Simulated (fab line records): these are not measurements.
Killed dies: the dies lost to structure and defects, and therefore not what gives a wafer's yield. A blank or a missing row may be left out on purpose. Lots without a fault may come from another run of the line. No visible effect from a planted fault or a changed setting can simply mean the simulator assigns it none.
Code-filled problem report in 8D (eight disciplines) form || flow sky130 || the parts of the form that need people (team, actions taken, sign-off) are left out

## 1. WHAT IS WRONG
Wafers without a fault read 2999.7 rpm, standard deviation 2.3; spin_speed_rpm at SKY_RES_XHIGH_COAT_02 reads a mean of 2436.2 rpm on 6 wafers belonging to 2 lots. That is -99 or more standard deviations from the usual mean.
The step: resist thk 1140 nm.
First seen on wafer L567.1, day 30 21:05, on litho_track-01. The record holds 36 wafers of 12 lots with a number at this step. By rule, "out" or "out of limits" means more than 4 standard deviations away from the usual mean. Any other wafer with a number is counted as sound.

## 2. WHAT THIS IS AND IS NOT
{"question": "which readings at this step", "is": "spin_speed_rpm", "is not": "-"}
{"question": "which lots", "is": "L567, L568", "is not": "L556, L558, L559, L561, L563, L566, L571, L572, L575, L578"}
{"question": "which wafers of those lots", "is": "all that have a number", "is not": "-"}
{"question": "read on which tools", "is": "litho_track-01", "is not": "litho_track-02, litho_track-04"}
{"question": "when", "is": "from day 30 21:05", "is not": "up to then (18 sound wafers); but 12 sound wafers of L571, L572, L575, L578 came after"}

## 3. THE SUSPECTS, EACH WITH WHAT RULES IT OUT
Counting: a tool stays on the suspect list if, at a process step up to the reading, it processed all lots that are out and no sound lot following the first of them.
- rie_diel-01 at SKY_POLY_CUT_ETCH_10 (etches BARC in N2/H2, stops on SiO2, time 45.9 s, target depth 60 nm): ruled out as a lasting fault. After its first lot that is out, L567 (day 29 03:47), sound lots L571 ran on it.
- litho_track-01 at SKY_RES_XHIGH_COAT_02 (resist thk 1140 nm): ruled out as a lasting fault. After its first lot that is out, L567 (day 30 21:05), sound lots L578 ran on it.
Left after counting: nothing in the record.

## 4. THE CAUSE (what the simulator had put in)
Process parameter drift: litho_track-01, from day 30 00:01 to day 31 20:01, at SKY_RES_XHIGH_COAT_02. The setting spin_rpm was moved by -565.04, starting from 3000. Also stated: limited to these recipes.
Counting ruled it out, wrongly.

## 5. THE EFFECT CHAIN, in route order
One row per reading whose mean, taken over the struck wafers that have a number, lies over 3 standard deviations from the usual. Scope: only readings with a usual standard deviation given in the record; hours: median across lots of the time from each lot's start at the first step in this table that gives one to its start at this step; sigmas: change in usual standard deviations.
{"hours": 0, "step": "SKY_RES_XHIGH_COAT_02", "reading": "spin_speed_rpm", "usual": "2999.7 rpm", "on struck wafers": 2436.2, "change": -563.4, "sigmas": "-99 or more"}
{"hours": 14, "step": "SKY_RES_XHIGH_STRIP_08", "reading": "strip_time_to_endpoint_s", "usual": "14.25 s", "on struck wafers": 15.61, "change": "+1.36", "sigmas": "+35"}
Here are the process steps it includes:
- SKY_RES_XHIGH_COAT_02: resist thk 1140 nm.
- SKY_RES_XHIGH_STRIP_08: strips in O2/N2.
Later steps that measure or inspect, where all struck wafers having a row at the step show a number for every such reading and not one has moved that far: SKY_SD_N_TW_MEAS_12.

## 6. WHAT WOULD HAVE CAUGHT IT SOONER
In this record no reading fell out of limits until day 30 21:05, 21 hours after the fault had begun at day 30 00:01.
